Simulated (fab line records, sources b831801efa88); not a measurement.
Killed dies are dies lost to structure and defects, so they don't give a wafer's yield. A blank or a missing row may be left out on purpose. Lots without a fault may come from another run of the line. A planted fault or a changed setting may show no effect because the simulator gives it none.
Which tool did it? | flow sky130 | 11 lots, 33 wafers sampled, at 1 step of a route of 708

WHAT THE GAUGES READ, wafer by wafer
SKY_VIA2_OVL_MEAS_13.
lot  | measured     | on         | VIA2_OVL (nm)
L667 | day 36 11:16 | overlay-02 | -5 -2 -3
L671 | day 37 05:01 | overlay-01 | 2 -6 5
L672 | day 37 22:58 | overlay-01 | 2 -1 -2
L673 | day 38 07:01 | overlay-02 | 0 3 0
L674 | day 38 09:19 | overlay-02 | 5 5 2
L675 | day 38 14:22 | overlay-02 | -14 -7 -5
L677 | day 39 00:40 | overlay-01 | -8 3 3
L678 | day 39 07:19 | overlay-01 | 3 6 7
L683 | day 40 17:34 | overlay-02 | 11 6 0
L687 | day 42 07:01 | overlay-01 | 5 3 2
L688 | day 42 22:52 | overlay-01 | 6 -3 2

WHICH TOOL RAN EACH LOT (tool, then ch and the chambers of the sampled wafers, then the start)
The record holds no process step before these readings.

THE ANSWER, worked out from the rows above alone
Rule: what is usual is taken from the lots themselves. Put in order of their means at a reading, lots are off if they are a third of the lots or fewer, leave a main group of 4 or more, and stand apart from it by a gap of 3 or more times the standard deviation of the main group's means; of several such gaps the widest counts. A main group whose means are all the same, to the digits that the tables above print for the reading, isn't used. A lot without any number at a reading at which 4 lots or more have one is off too. The other lots that the step has rows for count as sound.
No lot is off at any reading shown: from this, nothing can be told.

WHAT THE SIMULATOR HAD PUT IN
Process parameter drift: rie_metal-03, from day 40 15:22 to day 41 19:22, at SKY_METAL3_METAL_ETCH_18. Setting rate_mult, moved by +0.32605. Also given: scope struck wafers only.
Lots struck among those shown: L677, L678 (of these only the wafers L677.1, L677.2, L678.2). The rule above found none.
